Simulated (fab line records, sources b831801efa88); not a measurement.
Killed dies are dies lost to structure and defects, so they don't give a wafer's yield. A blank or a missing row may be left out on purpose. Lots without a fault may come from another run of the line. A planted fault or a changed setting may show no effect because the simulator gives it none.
Chamber matching | flow sfq_line | SFQ_TRILAYER_A5B_CMP_CMP_130 on cmp-01: 4 sister chambers
The step polishes, stops on Nb, target thk 340.7 nm. 4 wafers are shown with their chamber, then 9 later ones without.

WAFERS WITH THEIR CHAMBER
wafer  | chamber | motor_current_A (A)
L913.1 | 3       | 10.2
L916.3 | 2       | 9.0
L916.4 | 1       | 8.7
L916.6 | 0       | 8.7

WAFERS WITHOUT THEIR CHAMBER
wafer  | motor_current_A (A)
L925.2 | 8.8
L925.4 | 9.3
L925.6 | 10.1
L926.2 | 9.2
L926.1 | 9.4
L926.6 | 9.1
L927.1 | 9.0
L927.2 | 10.2
L927.6 | 9.3

WHICH CHAMBER EACH WENT THROUGH
wafer  | from the rows above               | in truth
L925.2 | can't be placed: 0 or 1 or 2      | 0
L925.4 | can't be placed: 2 or 0 or 1      | 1
L925.6 | 3                                 | 3
L926.2 | can't be placed: 2 or 0 or 1      | 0
L926.1 | can't be placed: 2 or 0 or 1 or 3 | 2
L926.6 | can't be placed: 2 or 0 or 1      | 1
L927.1 | can't be placed: 2 or 0 or 1      | 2
L927.2 | 3                                 | 3
L927.6 | can't be placed: 2 or 0 or 1      | 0
Placed correctly: 2 of 9. Can't be placed from these rows: 7 (the true chamber is among the candidates in 7). Placed wrongly: 0.
How it was worked out, from the rows above alone: a wafer's distance from a chamber is the root of the sum, over the readings, of the square of ((its reading less the chamber's mean) divided by the reading's scatter). The wafer belongs to the nearest chamber; if the next one is less than 2 further off, it can't be placed. A chamber's mean is the mean of its shown wafers. The scatter: with one shown wafer a chamber, the root of the mean of the squares of how far each hidden wafer lies from its nearest shown one.
